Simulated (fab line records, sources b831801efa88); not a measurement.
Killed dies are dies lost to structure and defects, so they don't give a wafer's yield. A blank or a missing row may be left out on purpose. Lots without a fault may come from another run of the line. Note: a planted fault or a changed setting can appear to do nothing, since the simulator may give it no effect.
Struck lot and sound lot, side by side / flow sky130 / 15 out of 708 route steps
Sound: the wafers L254.1, L254.5, L254.6. The struck wafers were L263.1, L263.4, L263.6. The cause comes at the end.
For every step that has rows: the tool of each side, followed by ch and its chambers, followed by its first start. Under that, the readings that differ: sound wafers / struck wafers / difference of the means / sigmas: that difference in standard deviations of wafers without a fault.
alike: same words and numbers on both sides, and readings whose means sit less than 2 such deviations apart. not compared: any withheld reading, any reading some wafer has no value for, any bound like >300 that may hide the same value, and any number with overlapping values for which the record gives no deviation.
Wherever a step has rows on one side only, a row that says differs or no value, or a row with sigmas, the two part there. Non-overlapping numbers with no deviation appear without sigmas and do not part them. A reading that every wafer of one side lacks parts them only if that side has two wafers or more.

first, 4 steps without rows for these wafers: SKY_LDD_N_IMPLANT_12; SKY_LDD_N_IMPLANT_13; SKY_LDD_N_IMPLANT_14; SKY_LDD_N_IMPLANT_15.
SKY_LDD_N_STRIP_16: strips in O2/N2.
  sound on plasmaAsher-01 ch 0,1, day 19 08:49; struck on plasmaAsher-04 ch 0,1, day 24 09:04
  alike: drypumpMotorCurrentA, oesProductAu, stripTimeToEndpointS
  not compared: rfHoursCounterH
SKY_LDD_N_TW_MEAS_17:
  sound: filmMetro-02 at day 19 08:55; struck: filmMetro-01 at day 24 09:10
reading=LDD_N_TW; sound=2569 2562 2587; struck=2521 2525 2509; difference=-54; sigmas=-2
then, 6 steps without rows for these wafers: SKY_LDD_P_DEHYDRATE_00 (time 60 s); SKY_LDD_P_HMDS_01 (prime time 60 s); SKY_LDD_P_COAT_02 (resist thk 1140 nm); SKY_LDD_P_SOFTBAKE_03 (time 60 s); SKY_LDD_P_EXPOSE_04 (exposes mask PSDM, target cd 380 nm); SKY_LDD_P_PEB_05.
SKY_LDD_P_DEVELOP_06: develop time 60 s.
  sound on lithoTrack-01 ch 0, day 20 16:02; struck on lithoTrack-01 ch 0, day 25 14:11
reading=developerTempC (C); sound=23.03 23.05 22.87; struck=22.33 22.17 22.19; difference=-0.75; sigmas=-7
SKY_LDD_P_CD_MEAS_07 targets a cd of 380 nm.
  sound: cdSem-02 at day 20 16:11; struck: cdSem-01 at day 25 14:20
  alike: cdNm
after that, 1 step had no rows for these wafers: SKY_PAD_OPEN_PROBE_99.

WHERE THEY PART
Last at SKY_LDD_P_DEVELOP_06 as far as this record goes, first at SKY_LDD_N_TW_MEAS_17. Later steps at which nothing parts them and some readings are alike: SKY_LDD_P_CD_MEAS_07.

WHY: whatever the simulator had introduced
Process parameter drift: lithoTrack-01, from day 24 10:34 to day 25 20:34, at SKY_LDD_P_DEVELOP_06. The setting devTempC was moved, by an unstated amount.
